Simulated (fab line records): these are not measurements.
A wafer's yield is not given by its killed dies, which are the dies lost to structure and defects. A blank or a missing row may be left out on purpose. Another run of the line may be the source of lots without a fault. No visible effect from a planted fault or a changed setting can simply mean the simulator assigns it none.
The same fault as seen by 2 desks | flow sky130 | only its own numbers are on each desk; what lay behind them is given at the end

## THE METROLOGY DESK
What the gauges read, lot by lot, whatever tool the lot ran on: means of the sampled wafers that have a number. Marked OUT: a lot whose mean sits more than 4 standard deviations from the usual mean, which makes it out of limits; the brackets give that distance.
Columns: A = VIA4_OVL at SKY_VIA4_OVL_MEAS_11, usual 0.0 nm; B = VIA4_W_RS at SKY_VIA4_RS_MEAS_19, usual 0.2269 ohm/sq; C = VIA4_W_THK at SKY_VIA4_THK_MEAS_20, usual 517 nm
lot  | first seen here | A    | B      | C
L561 | day 45 05:11    | -0.1 | 0.2278 | 517
L563 | day 45 17:54    | 0.8  | 0.2297 | 513
L573 | day 48 02:12    | -0.5 | 0.2266 | 515
L574 | day 48 04:39    | 1.4  | 0.2310 | 507
L575 | day 48 09:57    | 2.5  | 0.2262 | 520
L576 | day 48 10:36    | 1.3  | 0.2310 | 506
Result from this desk: across the 6 lots, nothing is out of limits.

## TOOL OWNER'S DESK, pvd-sputter-04
At SKY_METAL5_SPUTTER_01 (material TiN, target thk 20 nm, time 16.7 s) the tool's own readings: per lot run on this tool, the mean of the sampled wafers that have a number. Marked OUT: a lot whose mean sits more than 4 standard deviations from the usual mean, which makes it out of limits; the brackets give that distance.
Columns: A = throttle-valve-pct at SKY_METAL5_SPUTTER_01, usual 30.6 %
lot  | first seen here | A
L561 | day 45 06:36    | 30.1
L573 | day 48 03:46    | 29.7
L574 | day 48 06:07    | 30.5
Result from this desk: across the 3 lots, nothing is out of limits.

## ALL TOGETHER
The metrology desk saw nothing out of limits.
The tool owner's desk saw nothing out of limits.

## WHAT THE SIMULATOR HAD INSERTED
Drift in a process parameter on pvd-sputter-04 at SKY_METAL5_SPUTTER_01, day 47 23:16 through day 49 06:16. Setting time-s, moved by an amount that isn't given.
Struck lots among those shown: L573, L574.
